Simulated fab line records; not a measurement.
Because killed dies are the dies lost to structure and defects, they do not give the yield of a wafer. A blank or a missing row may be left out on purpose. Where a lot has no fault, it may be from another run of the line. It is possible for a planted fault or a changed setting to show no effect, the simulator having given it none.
2 desks, one fault | flow sfqLine | what lay behind the numbers comes last; until then each desk has only its own

THE TOOL OWNER'S DESK: lithoTrack-03
The tool's own readings at SFQ_TRILAYER_M0_LITHO_COAT_021 (resist thk 600 nm): means of the sampled wafers that have a number, for each lot that ran on this tool. A lot is out of limits, marked OUT, if its mean lies more than 4 standard deviations from the usual mean; the brackets give that distance.
Columns: A = spinSpeedRpm at SFQ_TRILAYER_M0_LITHO_COAT_021, usual 2999.8 rpm
lot  | first seen here | A
L851 | day 5 06:50     | 2998.4
L853 | day 5 10:59     | 3000.1
L856 | day 5 20:35     | 2997.8
L859 | day 6 07:36     | 3001.0
L860 | day 6 13:00     | 3000.1
L863 | day 7 09:49     | 2932.0 (-32) OUT
L865 | day 8 03:52     | 2929.2 (-34) OUT
L872 | day 13 15:36    | 3001.9
L873 | day 13 22:51    | 2999.2
Finding of this desk: L863, L865 out of limits; the first was L863 at day 7 09:49, on spinSpeedRpm at SFQ_TRILAYER_M0_LITHO_COAT_021. In limits: L851, L853, L856, L859, L860, L872, L873.

THE METROLOGY DESK
Lot by lot, what the gauges showed, no matter which tool ran the lot: averages of those sampled wafers that carry a number. A lot is out of limits, marked OUT, if its mean lies more than 4 standard deviations from the usual mean; the brackets give that distance.
Columns: A = I1_OVL at SFQ_I1_OVL_MEAS_913, usual 2 nm
lot  | first seen here | A
L851 | day 23 18:18    | 1
L853 | day 24 09:54    | 8
L855 | day 24 23:06    | 5
L856 | day 25 14:42    | 5
L857 | day 25 21:54    | 10
L859 | day 27 00:18    | 4
L860 | day 27 12:25    | -1
L863 | day 29 22:35    | 7
L865 | day 30 13:00    | 5
L870 | day 31 02:12    | -3
L871 | day 31 03:24    | -6
L872 | day 31 06:59    | -4
L873 | day 31 09:24    | -0
L874 | day 33 22:45    | 1
This desk's verdict: no lot among the 14 shows anything out of limits.

BROUGHT TOGETHER
The tool owner's desk could have raised an alarm at day 7 09:49, on L863, L865.
From the metrology desk's view, nothing was out of limits.
The metrology desk holds a record of L863, L865, inside its limits.
SFQ_TRILAYER_M0_LITHO_COAT_021 was run on lithoTrack-03 by each of the lots named.

WHAT THE SIMULATOR PUT IN
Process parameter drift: lithoTrack-03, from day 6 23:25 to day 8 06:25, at SFQ_TRILAYER_M0_LITHO_COAT_021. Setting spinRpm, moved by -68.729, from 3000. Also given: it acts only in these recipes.
Struck lots among those shown: L863, L865.
How many hours passed from the start of the fault until each desk's first out-of-limits reading: the tool owner's desk, 10.
